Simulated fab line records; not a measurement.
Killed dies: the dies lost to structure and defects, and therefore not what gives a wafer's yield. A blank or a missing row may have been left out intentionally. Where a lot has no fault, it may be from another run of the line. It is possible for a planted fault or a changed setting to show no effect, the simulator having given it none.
Comparing a struck lot with a sound one    flow gf180mcu    14 steps out of a route of 602
Sound: the wafers L733.3, L733.4, L733.6. Struck: wafers L749.2, L749.4, L749.5. The cause is given at the end.
Each step with rows lists, per side, the tool, then ch with its chambers, then its first start. Under that, the readings that differ: sound wafers    struck wafers    difference of the means    sigmas: that difference in standard deviations of wafers without a fault.
alike: a reading whose means differ by less than 2 such deviations, as well as words and numbers matching on both sides. not compared: withheld readings; readings where some wafer has no value; bounds like >300 that might hide an equal value; numbers whose values overlap and for which the record gives no deviation.
The two part at a step that has a row with sigmas, a row that says differs or no value, or rows on one side only. Numbers that don't overlap but have no deviation are shown without sigmas and don't part them. A reading that every wafer of one side lacks parts them only if that side has two wafers or more.

first, 8 steps without rows for these wafers: GF_V5_DEHYDRATE_06 (time 60 s); GF_V5_HMDS_07 (prime time 60 s); GF_V5_COAT_08; GF_V5_COAT_09 (resist thk 1000 nm); GF_V5_SOFTBAKE_10 (time 60 s); GF_V5_EXPOSE_11 (exposes mask Via5, target cd 260 nm); GF_V5_PEB_12 (peb time 90 s); GF_V5_DEVELOP_13 (develop time 60 s).
GF_V5_CD_MEAS_14: the cd target is 260 nm.
  sound on cd sem-01, day 27 00:23; struck on cd sem-01, day 31 20:15
  alike: cd nm
GF_V5_OVL_MEAS_15:
  sound on overlay-01, day 27 00:28; struck on overlay-02, day 31 20:21
  alike: V5_OVL
GF_V5_ETCH_16: etches BARC in N2/H2.
  sound on rie diel-01 ch 1,2,3, day 27 00:30; struck on rie diel-01 ch 2,3, day 31 20:23
  alike: bias w, drypump motor current A, oes product au, throttle valve pct
GF_V5_ETCH_17: etches SiO2 in C4F8/O2/Ar, stops on TiN, target depth 855 nm.
  sound on rie diel-01 ch 1,2,3; struck on rie diel-01 ch 2,3
  alike: bias w, oes product au
GF_V5_STRIP_18: strips in O2/N2.
  sound on plasma asher-04 ch 0,1, day 27 00:41; struck on plasma asher-01 ch 0,1, day 31 20:32
  no value came back on the struck wafers for chamber pressure mTorr (mTorr), drypump motor current A (A), heater power w (W), oes product au (a.u.); on the sound wafers chamber pressure mTorr (mTorr) reads 1500.5 1498.9 1498.5
  not compared: rf hours counter h
then, 1 step without rows for these wafers: GF_V5_STRIP_19 (strips in post etch residue remover, time 1200 s).

WHERE THEY PART
Within this record, at GF_V5_STRIP_18 only.

WHY: what had been put in by the simulator
Step skipped in full: plasma asher-01, at GF_V5_STRIP_18, from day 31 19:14 onward. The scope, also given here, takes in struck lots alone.
